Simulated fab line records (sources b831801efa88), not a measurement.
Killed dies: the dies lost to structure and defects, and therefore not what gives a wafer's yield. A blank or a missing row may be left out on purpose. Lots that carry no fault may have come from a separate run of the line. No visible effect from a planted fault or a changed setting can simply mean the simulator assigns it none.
Code-filled problem report in 8D (eight disciplines) form	flow gf180mcu	the parts of the form that need people (team, actions taken, sign-off) are left out

## 1. THE ISSUE
A mean of 4103.1 W is read at GF_M4_SPUTTER_00 for cathode dc power W, taken on 1 wafer of 1 lot, against 4000.0 W (standard deviation 0.75) on wafers free of any fault. So: +99 or more standard deviations from the usual mean.
The step: material Ti, target thk 37.5 nm, time 150 s.
Seen first at day 28 22:11 on pvd sputter-03, wafer L881.6. Wafers with a number at this step in the record: 15, from 5 lots. By rule, "out" or "out of limits" means more than 4 standard deviations away from the usual mean. The other wafers with a number count as sound.

## 2. WHAT IT IS; WHAT IT IS NOT
question	is	is not
which readings at this step	cathode dc power W	throttle valve pct
which lots	L881	L867, L869, L872, L874
which wafers of those lots	L881.6	L881.4, L881.5
read on which tools	pvd sputter-03	pvd sputter-01, pvd sputter-04
when	from day 28 22:11	up to then (14 sound wafers)

## 3. WHAT RULES OUT EACH SUSPECT
Counting: a tool at a process step up to the reading stays a suspect if it ran every lot that is out. Sound lots after the first of them don't rule it out here, since some wafers of a struck lot are sound.
- rie diel-02 at GF_V3_ETCH_16 (etches BARC in N2/H2): kept. It ran the lot that is out, L881 (day 28 20:50); its last sound lot up to then is L867 (day 23 07:06).
- rie diel-02 at GF_V3_ETCH_17 (etches SiO2 in C4F8/O2/Ar, stops on TiN, target depth 635 nm): kept. It ran the lot that is out, L881 (day 28 20:59); its last sound lot up to then is L867 (day 23 07:14). With no start given for some of its lots, GF_V3_ETCH_17 uses the hours and lot order of GF_V3_STRIP_18.
- plasma asher-04 at GF_V3_STRIP_18 (strips in O2/N2): kept. It ran the lot that is out, L881 (day 28 20:59).
- pvd sputter-04 at GF_V3_SPUTTER_21 (material Ti, target thk 15 nm, time 80.02 s): kept. It ran the lot that is out, L881 (day 28 21:29); its last sound lot up to then is L872 (day 24 17:08).
- pvd sputter-03 at GF_M4_SPUTTER_00 (material Ti, target thk 37.5 nm, time 150 s): kept. It ran the lot that is out, L881 (day 28 22:11); its last sound lot up to then is L872 (day 24 17:49). On those wafers its own readings are out: cathode dc power W.
- At GF_V3_ETCH_16 on rie diel-02, chamber 0 took the sound wafers of the same lots and chamber 3 took the wafers that are out.
- At GF_V3_ETCH_17 on rie diel-02, chamber 0 took the sound wafers of the same lots and chamber 3 took the wafers that are out.
- At GF_V3_STRIP_18 on plasma asher-04, chamber 0 took the sound wafers of the same lots and chamber 1 took the wafers that are out.
Left after counting: rie diel-02 at GF_V3_ETCH_16, rie diel-02 at GF_V3_ETCH_17, plasma asher-04 at GF_V3_STRIP_18, pvd sputter-04 at GF_V3_SPUTTER_21, pvd sputter-03 at GF_M4_SPUTTER_00.

## 4. THE CAUSE (what the simulator had put in)
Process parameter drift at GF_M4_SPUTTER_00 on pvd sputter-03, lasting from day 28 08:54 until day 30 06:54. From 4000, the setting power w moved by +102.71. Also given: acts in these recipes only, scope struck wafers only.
Counting left 5 suspects, and this tool is among them.

## 5. SEQUENCE OF EFFECTS, ordered by route
Rows list readings where the struck wafers' mean (over those with a number) sits beyond 3 standard deviations from the usual. Readings are gone through only where the record gives a usual standard deviation; hours: the median, over the lots, of the time from a lot's start at the first step in this table giving one to that lot's start at this step; sigmas: the change measured in usual standard deviations.
hours	step	reading	usual	on struck wafers	change	sigmas
0	GF_M4_SPUTTER_00	cathode dc power W	4000.0 W	4103.1	+103.1	+99 or more
Here are the process steps it includes:
- GF_M4_SPUTTER_00: material Ti, target thk 37.5 nm, time 150 s.

## 6. HOW IT WOULD HAVE BEEN CAUGHT EARLIER
In this record the first reading out of limits was taken at day 28 22:11, 13 hours after the fault began at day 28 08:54.
